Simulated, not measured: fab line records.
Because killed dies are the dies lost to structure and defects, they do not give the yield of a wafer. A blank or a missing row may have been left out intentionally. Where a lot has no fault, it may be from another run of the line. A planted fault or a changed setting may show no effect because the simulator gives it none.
8D (eight disciplines) problem report, filled in by code | flow sky130 | the parts of the form that need people (team, actions taken, sign-off) are left out

1. PROBLEM STATEMENT
doseIonsCm2 at SKY_LDD_N_IMPLANT_15 reads a mean of 2e+12 on 6 wafers of 2 lots; wafers without a fault read 5e+12 with a standard deviation of 5.2e+09. So: -99 or more standard deviations from the usual mean.
First seen on wafer L422.4, day 23 23:53, on implanter-02. The record has a number at this step for 18 wafers belonging to 6 lots. Rule for "out" (also "out of limits"): further than 4 standard deviations from the usual mean. Any other wafer with a number is counted as sound.

2. WHAT IT IS; WHAT IT IS NOT
question                    | is                            | is not
which readings at this step | doseIonsCm2, faradayCurrentUA | -
which lots                  | L422, L423                    | L405, L416, L427, L428
which wafers of those lots  | all that have a number        | -
read on which tools         | implanter-02                  | implanter-01, implanter-03
when                        | from day 23 23:53             | up to then (6 sound wafers); but 6 sound wafers of L427, L428 came after

3. SUSPECTS, AND WHAT RULES EACH OUT
Counting: a tool at any process step up to the reading remains a suspect when it ran all the lots that are out and ran no sound lot after the first of those.
- implanter-02 at SKY_LDD_N_IMPLANT_15: kept. It ran every lot that is out, first L422 (day 23 23:53), and no sound lot after that; its last sound lot up to then is L416 (day 21 18:35). Out on those wafers are its own readings of doseIonsCm2, faradayCurrentUA.
The count leaves implanter-02 at SKY_LDD_N_IMPLANT_15.

4. THE CAUSE (what the simulator had put in)
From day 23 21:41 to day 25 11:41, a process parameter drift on implanter-02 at SKY_LDD_N_IMPLANT_15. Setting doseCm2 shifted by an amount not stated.
Counting left only this tool.

5. THE CHAIN OF EFFECTS, in route order
Each row: a reading where the mean over the struck wafers with a number is more than 3 standard deviations away from the usual. Only readings for which the record gives a usual standard deviation are gone through. hours: the time from each lot's start at the first step in this table that gives one to its start at this step, as a median over the lots. sigmas: the change in usual standard deviations.
hours | step                 | reading          | usual | on struck wafers | change | sigmas
0     | SKY_LDD_N_IMPLANT_15 | doseIonsCm2      | 5e+12 | 2e+12            | -3e+12 | -99 or more
0     | SKY_LDD_N_IMPLANT_15 | faradayCurrentUA | 28.3  | 12.5             | -15.8  | -28
Its process steps:
- SKY_LDD_N_IMPLANT_15

6. HOW IT WOULD HAVE BEEN CAUGHT EARLIER
2 hours passed between the start of the fault at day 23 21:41 and the first reading out of limits in this record, taken at day 23 23:53.
